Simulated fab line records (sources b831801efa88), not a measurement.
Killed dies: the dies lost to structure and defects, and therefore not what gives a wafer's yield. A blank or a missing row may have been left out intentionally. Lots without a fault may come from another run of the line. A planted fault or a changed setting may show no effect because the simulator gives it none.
What tool caused it? | flow gf180mcu | 42 wafers from 14 lots sampled at 2 of the route's 602 steps

## WHAT THE GAUGES SHOWED, per wafer
No reading from a measuring or inspecting step in the record can be judged against a usual standard deviation.

## TOOL THAT RAN EACH LOT (tool first, then ch and the chambers of the sampled wafers, then the start)
lot  | GF_STI_ETCH_14                  | GF_STI_STRIP_15
L849 | rie-si-02 ch 0,3, day 2 08:02   | plasma-asher-02 ch 0,1, day 2 08:09
L850 | rie-si-02 ch 1,2, day 2 11:31   | plasma-asher-01 ch 0,1, day 2 11:35
L851 | rie-si-01 ch 0,1,2, day 2 20:01 | plasma-asher-02 ch 0, day 2 20:05
L855 | rie-si-01 ch 0,1,3, day 3 13:20 | plasma-asher-03 ch 0,1, day 3 13:24
L856 | rie-si-01 ch 2,3, day 3 19:16   | plasma-asher-01 ch 1, day 3 19:20
L857 | rie-si-01 ch 0,3, day 4 00:28   | plasma-asher-02 ch 0,1, day 4 00:32
L858 | rie-si-01 ch 0,1,3, day 4 04:35 | plasma-asher-01 ch 1, day 4 04:40
L859 | rie-si-01 ch 1,2,3, day 4 09:54 | plasma-asher-03 ch 0,1, day 4 09:58
L860 | rie-si-02 ch 1,2,3, day 4 15:37 | plasma-asher-03 ch 0,1, day 4 15:41
L861 | rie-si-01 ch 0,1, day 4 22:19   | plasma-asher-03 ch 0,1, day 4 22:23
L863 | rie-si-01 ch 0,1,3, day 5 06:48 | plasma-asher-01 ch 0,1, day 5 06:52
L865 | rie-si-01 ch 2,3, day 5 18:12   | plasma-asher-03 ch 1, day 5 18:16
L869 | rie-si-02 ch 0,2,3, day 6 13:25 | plasma-asher-01 ch 0,1, day 6 13:29
L870 | rie-si-02 ch 1,2,3, day 6 18:47 | plasma-asher-01 ch 0,1, day 6 18:52
- GF_STI_ETCH_14: etches Si in HBr/Cl2/O2, target depth 360 nm, time 102.9 s.
- GF_STI_STRIP_15: strips in O2/N2.

## WHAT THE TOOLS THEMSELVES READ (means of the sampled wafers that have a number; where no wafer has one, the mark that the record gives instead)
GF_STI_ETCH_14. Usual: drypump-motor-current-A 5.5 A, standard deviation 0.51; oes-product-au 1.008 a.u., standard deviation 0.008; run-length-s 131.1 s, standard deviation 0.36; throttle-valve-pct 25.651 %, standard deviation 0.011.
lot  | tool      | drypump-motor-current-A (A) | oes-product-au (a.u.) | run-length-s (s) | throttle-valve-pct (%) | flag
L849 | rie-si-02 | 6.2                         | 1.010                 | 131.0            | 25.648                 |
L850 | rie-si-02 | 5.8                         | 0.997                 | 131.1            | 25.654                 |
L851 | rie-si-01 | 5.2                         | 1.013                 | 131.0            | 25.654                 |
L855 | rie-si-01 | 5.2                         | 1.007                 | 130.9            | 25.651                 |
L856 | rie-si-01 | 4.9                         | 1.009                 | 131.2            | 25.654                 |
L857 | rie-si-01 | 5.1                         | 1.021                 | 131.2            | 25.631                 |
L858 | rie-si-01 | 5.3                         | 1.001                 | 131.0            | 25.656                 |
L859 | rie-si-01 | 5.1                         | 1.001                 | 131.2            | 25.657                 |
L860 | rie-si-02 | 5.8                         | 1.009                 | 131.2            | 25.644                 |
L861 | rie-si-01 | 5.3                         | 1.003                 | 131.0            | 25.656                 |
L863 | rie-si-01 | 5.3                         | 1.009                 | 131.0            | 25.656                 |
L865 | rie-si-01 | 4.9                         | 1.006                 | 131.3            | 25.657                 |
L869 | rie-si-02 | 6.1                         | 1.012                 | 77.5             | 25.649                 | OFF
L870 | rie-si-02 | 5.8                         | 1.013                 | 77.7             | 25.637                 | OFF

GF_STI_STRIP_15. Usual: drypump-motor-current-A 6.0 A, standard deviation 0.32; heater-power-w 374 W, standard deviation 56; oes-product-au 0.385 a.u., standard deviation 0.005; platen-temp-c 250.03 C, standard deviation 0.17; strip-time-to-endpoint-s 3.76 s, standard deviation 0.042.
lot  | tool            | drypump-motor-current-A (A) | heater-power-w (W) | oes-product-au (a.u.) | platen-temp-c (C) | strip-time-to-endpoint-s (s) | flag
L849 | plasma-asher-02 | 6.3                         | 397                | 0.380                 | 249.89            | 3.77                         |
L850 | plasma-asher-01 | 5.8                         | 367                | 0.388                 | 249.88            | 3.80                         |
L851 | plasma-asher-02 | 6.3                         | 348                | 0.387                 | 250.11            | 3.82                         |
L855 | plasma-asher-03 | 5.8                         | 394                | 0.390                 | 250.14            | 3.76                         |
L856 | plasma-asher-01 | 6.0                         | 329                | 0.385                 | 250.27            | 3.78                         |
L857 | plasma-asher-02 | 6.2                         | 430                | 0.383                 | 250.07            | 3.71                         |
L858 | plasma-asher-01 | 6.1                         | 329                | 0.388                 | 250.20            | 3.70                         |
L859 | plasma-asher-03 | 6.0                         | 349                | 0.381                 | 250.25            | 3.77                         |
L860 | plasma-asher-03 | 5.8                         | 395                | 0.382                 | 250.08            | 3.78                         |
L861 | plasma-asher-03 | 6.0                         | 356                | 0.382                 | 249.93            | 3.75                         |
L863 | plasma-asher-01 | 5.8                         | 366                | 0.387                 | 250.06            | 3.76                         |
L865 | plasma-asher-03 | 6.3                         | 309                | 0.391                 | 250.04            | 3.77                         |
L869 | plasma-asher-01 | 5.8                         | 363                | 0.418                 | 250.03            | 4.44                         | OFF
L870 | plasma-asher-01 | 5.9                         | 347                | 0.410                 | 249.91            | 4.42                         | OFF

## THE ANSWER, worked out from the rows above alone
Rule: a lot counts as off when the mean over its wafers that have a number is more than 3 standard deviations away from the usual mean. Also off: a lot with no number at a reading for which 4 or more lots have one. The other lots that the step has rows for count as sound. Order of review: gauges by route order, followed by the tools' own readings, for which a lot's mean as printed above is used. At the first step where some lot is off, the reading lying furthest off is the one used; lots without a number count as furthest.
Off, at GF_STI_ETCH_14 on run-length-s: L869, L870.
If a tool, at that step or one of the process steps before it, ran each lot that is off and ran no sound lot following the first of them, it fits. One candidate fits, namely rie-si-02 at GF_STI_ETCH_14. A fault onset in the window from L860 (day 4 15:37, its last sound lot) to L869 (day 6 13:25, its first lot off) fits.
The tool's own readings at GF_STI_ETCH_14 bear it out: on the lots that are off they differ by more than 5 times the standard deviation of the sound lots' means. run-length-s reads 77.6 s there against 131.1 s on the sound lots.

## WHAT THE SIMULATOR PUT IN
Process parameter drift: rie-si-02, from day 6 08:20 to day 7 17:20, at GF_STI_ETCH_14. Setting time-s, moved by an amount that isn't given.
Shown lots that were struck: L869, L870. The rule given above showed the same thing.
